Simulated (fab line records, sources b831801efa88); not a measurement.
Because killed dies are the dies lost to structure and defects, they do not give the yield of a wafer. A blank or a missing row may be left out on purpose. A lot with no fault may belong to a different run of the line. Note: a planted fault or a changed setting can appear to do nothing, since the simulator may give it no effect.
Struck lot and sound lot, side by side ; flow gf180mcu ; 17 out of 602 route steps
Sound: these wafers, L709.2, L709.3, L709.5. Wafers struck: L702.2, L702.3, L702.5. The cause is named last.
Each step with rows lists, per side, the tool, then ch with its chambers, then its first start. Under that, the readings that differ: sound wafers ; struck wafers ; difference of the means ; sigmas: that difference in standard deviations of wafers without a fault.
alike: a reading whose means differ by less than 2 such deviations, as well as words and numbers matching on both sides. not compared: withheld readings; readings where some wafer has no value; bounds like >300 that might hide an equal value; numbers whose values overlap and for which the record gives no deviation.
Wherever a step has rows on one side only, a row that says differs or no value, or a row with sigmas, the two part there. Numbers that don't overlap but have no deviation are shown without sigmas and don't part them. Lack of a reading on every wafer of one side parts them only where that side has two or more wafers.

first, 6 steps without rows for these wafers: GF_M4_HMDS_08 (prime time 60 s); GF_M4_COAT_09 (resist thk 1000 nm); GF_M4_SOFTBAKE_10 (time 60 s); GF_M4_EXPOSE_11 (exposes mask Metal4, target cd 280 nm); GF_M4_PEB_12 (peb time 90 s); GF_M4_DEVELOP_13 (develop time 60 s).
GF_M4_CD_MEAS_14 targets a cd of 280 nm.
  struck on cd_sem-01, day 28 11:45; sound on cd_sem-01, day 29 23:20
  alike: cd_nm
GF_M4_OVL_MEAS_15:
  struck on overlay-01, day 28 11:51; sound on overlay-01, day 29 23:26
  alike: M4_OVL
GF_M4_METAL_ETCH_16: etches the open film in Cl2/BCl3, stops on SiO2, target depth 627.5 nm, time 104.6 s.
  sound on rie_metal-01 ch 0,1, day 29 23:28; struck on rie_metal-01 ch 0,1, day 28 11:53
reading;sound;struck;difference;sigmas
oes_product_au (a.u.);0.971 0.967 0.963;0.984 0.975 0.979;+0.012;+2
  alike: drypump_motor_current_A, throttle_valve_pct
  not compared: rf_hours_counter_h
GF_M4_STRIP_17: strips in O2/N2.
  sound on plasma_asher-02 ch 1, day 29 23:35; struck on plasma_asher-02 ch 0,1, day 28 11:59
  alike: drypump_motor_current_A, heater_power_w, oes_product_au, strip_time_to_endpoint_s
  not compared: rf_hours_counter_h
then, 2 steps without rows for these wafers: GF_M4_STRIP_18 (strips in post etch residue remover, time 1200 s); GF_M4_CLEAN_19 (cleans in DIW).
GF_V4_CVD_00: deposits SiO2, target thk 600 nm, time 100 s.
  sound on hdpcvd-02 ch 0,1,2, day 30 00:10; struck on hdpcvd-02 ch 1,2, day 28 12:37
  no value came back on the struck wafers for pressure_mtorr (mTorr), run_length_s (s), sih4_flow_sccm (sccm); on the sound wafers pressure_mtorr (mTorr) reads 6.017 5.994 6.008
GF_V4_CVD_02: deposits SiO2 from TEOS, target thk 850 nm, time 94.851 s.
  sound on pecvd-01 ch 0,1, day 30 00:18; struck on pecvd-04 ch 1,2, day 28 12:45
  alike: heater_power_outer_w, heater_power_w
GF_V4_CMP_04: polishes SiO2.
  sound on cmp-02 ch 0,1, day 30 00:29; struck on cmp-02 ch 0,3, day 28 13:00
  alike: head_pressure_psi, motor_current_A
GF_V4_BOW_MEAS_05:
  struck on film_metro-04, day 28 13:19; sound on film_metro-03, day 30 00:51
reading;sound;struck;difference;sigmas
V4_BOW (um);144 140 149;112 100 107;-38;-4
then, 1 step without rows for these wafers: GF_V4_DEHYDRATE_06 (time 60 s).

WHERE THEY PART
At GF_M4_METAL_ETCH_16 first; at GF_V4_BOW_MEAS_05 last (within this record only).

WHY: what had been put in by the simulator
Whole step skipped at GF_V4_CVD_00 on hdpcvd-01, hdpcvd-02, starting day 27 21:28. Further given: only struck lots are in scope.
